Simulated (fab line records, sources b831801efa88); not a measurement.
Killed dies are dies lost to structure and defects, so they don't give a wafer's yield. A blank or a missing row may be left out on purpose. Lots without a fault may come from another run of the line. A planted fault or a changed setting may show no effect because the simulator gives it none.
Problem report in the 8D (eight disciplines) form, filled by code | flow sfq_line | the parts of the form that need people (team, actions taken, sign-off) are left out

1. THE PROBLEM
head_pressure_psi at SFQ_TRILAYER_I7_CMP_CMP_184 reads a mean of 3.853 psi on 2 wafers of 1 lot; wafers without a fault read 3.000 psi with a standard deviation of 0.0068. That is +99 or more standard deviations from the usual mean.
The step: polishes SiO2.
First seen on wafer L130.4, day 84 18:09, on cmp-01. The record holds 39 wafers of 13 lots with a number at this step. Rule for "out", or "out of limits": more than 4 standard deviations from the usual mean. The other wafers with a number count as sound.

2. WHAT IT IS AND WHAT IT IS NOT
question                    | is                                    | is not
which readings at this step | head_pressure_psi, time_to_endpoint_s | -
which lots                  | L130                                  | L117, L118, L119, L120, L121, L123, L125, L126, L127, L128, L139, L140
which wafers of those lots  | L130.4, L130.5                        | L130.6
read on which tools         | cmp-01                                | cmp-02
when                        | from day 84 18:09                     | up to then (30 sound wafers); but 7 sound wafers of L130, L139, L140 came after

3. SUSPECTS, AND WHAT RULES EACH OUT
Counting: a tool at a process step up to the reading stays a suspect if it ran every lot that is out. Sound lots after the first of them don't rule it out here, since some wafers of a struck lot are sound.
- rie_diel-01 at SFQ_TRILAYER_I5_BARC_OPEN_VIA_ETCH_200 (etches BARC in O2, target depth 125 nm, time 41.7 s): kept. It ran the lot that is out, L130 (day 75 16:46); its last sound lot up to then is L128 (day 75 11:58).
- rie_diel-04 at SFQ_TRILAYER_I6_VIA_BARC_OPEN_VIA_ETCH_235 (etches BARC in O2, target depth 125 nm, time 41.7 s): kept. It ran the lot that is out, L130 (day 84 03:36); its last sound lot up to then is L128 (day 83 22:48).
- cmp-01 at SFQ_TRILAYER_I7_CMP_CMP_184 (polishes SiO2): kept. It ran the lot that is out, L130 (day 84 18:09); its last sound lot up to then is L128 (day 84 10:57). Its own readings are out on those wafers: head_pressure_psi, time_to_endpoint_s.
- Within rie_diel-01 at SFQ_TRILAYER_I5_BARC_OPEN_VIA_ETCH_200: the wafers that are out ran in chamber 2; their sound lot-mates ran in chamber 1.
- Within rie_diel-04 at SFQ_TRILAYER_I6_VIA_BARC_OPEN_VIA_ETCH_235: the wafers that are out ran in chambers 0, 1; their sound lot-mates ran in chamber 3.
- Within cmp-01 at SFQ_TRILAYER_I7_CMP_CMP_184: the wafers that are out ran in chamber 0; their sound lot-mates ran in chamber 1.
Left after counting: rie_diel-01 at SFQ_TRILAYER_I5_BARC_OPEN_VIA_ETCH_200, rie_diel-04 at SFQ_TRILAYER_I6_VIA_BARC_OPEN_VIA_ETCH_235, cmp-01 at SFQ_TRILAYER_I7_CMP_CMP_184.

4. THE CAUSE (what the simulator had put in)
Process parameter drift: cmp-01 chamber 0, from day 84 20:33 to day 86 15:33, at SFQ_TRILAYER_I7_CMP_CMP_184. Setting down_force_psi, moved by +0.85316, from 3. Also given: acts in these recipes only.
Counting left 3 suspects, and this tool is among them.

5. THE CHAIN OF EFFECTS, in route order
Each row: a reading whose mean over the struck wafers that have a number lies more than 3 standard deviations from the usual. Only readings for which the record gives a usual standard deviation are gone through. hours: the time from each lot's start at the first step in this table that gives one to its start at this step, as a median over the lots. sigmas: the change in usual standard deviations.
hours | step                        | reading            | usual     | on struck wafers | change | sigmas
0     | SFQ_TRILAYER_I7_CMP_CMP_184 | head_pressure_psi  | 3.000 psi | 3.853            | +0.853 | +99 or more
0     | SFQ_TRILAYER_I7_CMP_CMP_184 | time_to_endpoint_s | 211 s     | 170              | -40    | -5.9
The process steps in it:
- SFQ_TRILAYER_I7_CMP_CMP_184: polishes SiO2.

6. WHAT WOULD HAVE CAUGHT IT SOONER
In this record the first reading out of limits was taken at day 84 18:09.
